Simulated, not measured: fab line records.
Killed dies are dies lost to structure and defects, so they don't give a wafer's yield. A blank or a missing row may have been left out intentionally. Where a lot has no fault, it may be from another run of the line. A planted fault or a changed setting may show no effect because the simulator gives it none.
Which of the tools did it? ; flow sfq-line ; 6 lots with 18 wafers sampled at 4 steps, on a route of 325 steps

== WHAT THE GAUGES READ, wafer by wafer ==
SFQ_R5_RS_MEAS_933: measures by four-point-probe.
lot;measured;on;R5_MONX_RS (ohm/sq)
L466;day 56 08:10;film-metro-04;7.09 7.06 7.14
L469;day 58 01:02;film-metro-01;7.01 6.94 6.96
L471;day 59 03:41;film-metro-04;6.99 6.99 7.03
L479;day 61 21:07;film-metro-04;7.12 7.14 7.33 7.15 7.16 7.33
L484;day 69 06:14;film-metro-03;7.13 7.23 7.18
L486;day 70 00:14;film-metro-04;7.02 6.93 6.93

== TOOL THAT RAN EACH LOT (tool first, then ch and the chambers of the sampled wafers, then the start) ==
lot;SFQ_TRILAYER_I3_CMP_CMP_082;SFQ_TRILAYER_I3_VIA_STRIP_STRIP_089;SFQ_TRILAYER_R5_DEP_SPUTTER_132
L466;cmp-02 ch 0,1,2, day 37 01:12;rie-metal-01 ch 0, day 43 09:28;pvd-sputter-03, day 56 08:02
L469;cmp-02 ch 2,3, day 38 01:22;rie-metal-02 ch 0, day 44 19:40;pvd-sputter-03, day 58 00:56
L471;cmp-01 ch 0,2,3, day 39 07:48;rie-metal-01 ch 0,1, day 46 01:40;pvd-sputter-05, day 59 03:34
L479;cmp-02 ch 0,1,2, day 41 15:55;rie-metal-01 ch 0,1, day 48 09:40;pvd-sputter-03, day 61 21:02
L484;cmp-02 ch 1,2, day 43 08:46;rie-metal-01 ch 1, day 49 21:59;pvd-sputter-04, day 69 06:08
L486;cmp-02 ch 2,3, day 44 12:57;rie-metal-02 ch 0,1, day 51 01:31;pvd-sputter-05, day 70 00:08
- SFQ_TRILAYER_I3_CMP_CMP_082: polishes SiO2.
- SFQ_TRILAYER_I3_VIA_STRIP_STRIP_089: strips in O2.
- SFQ_TRILAYER_R5_DEP_SPUTTER_132: material Ti, target thk 5 nm, time 5 s.

== THE ANSWER, worked out from the rows above alone ==
Rule: what is usual is taken from the lots themselves. The widest of any qualifying gaps counts: lots, ordered by their means at a reading, are off when they make up no more than a third of the lots, leave a main group of 4 or more, and stand apart from it by 3 or more times the standard deviation of that group's means. If all means in a main group match to the digits the tables above print for the reading, that group is not used. A lot without any number at a reading at which 4 lots or more have one is off too. All remaining lots with rows at the step are treated as sound.
Nothing can be told from this: no lot is off at any reading shown.

== WHAT HAD BEEN PUT IN BY THE SIMULATOR ==
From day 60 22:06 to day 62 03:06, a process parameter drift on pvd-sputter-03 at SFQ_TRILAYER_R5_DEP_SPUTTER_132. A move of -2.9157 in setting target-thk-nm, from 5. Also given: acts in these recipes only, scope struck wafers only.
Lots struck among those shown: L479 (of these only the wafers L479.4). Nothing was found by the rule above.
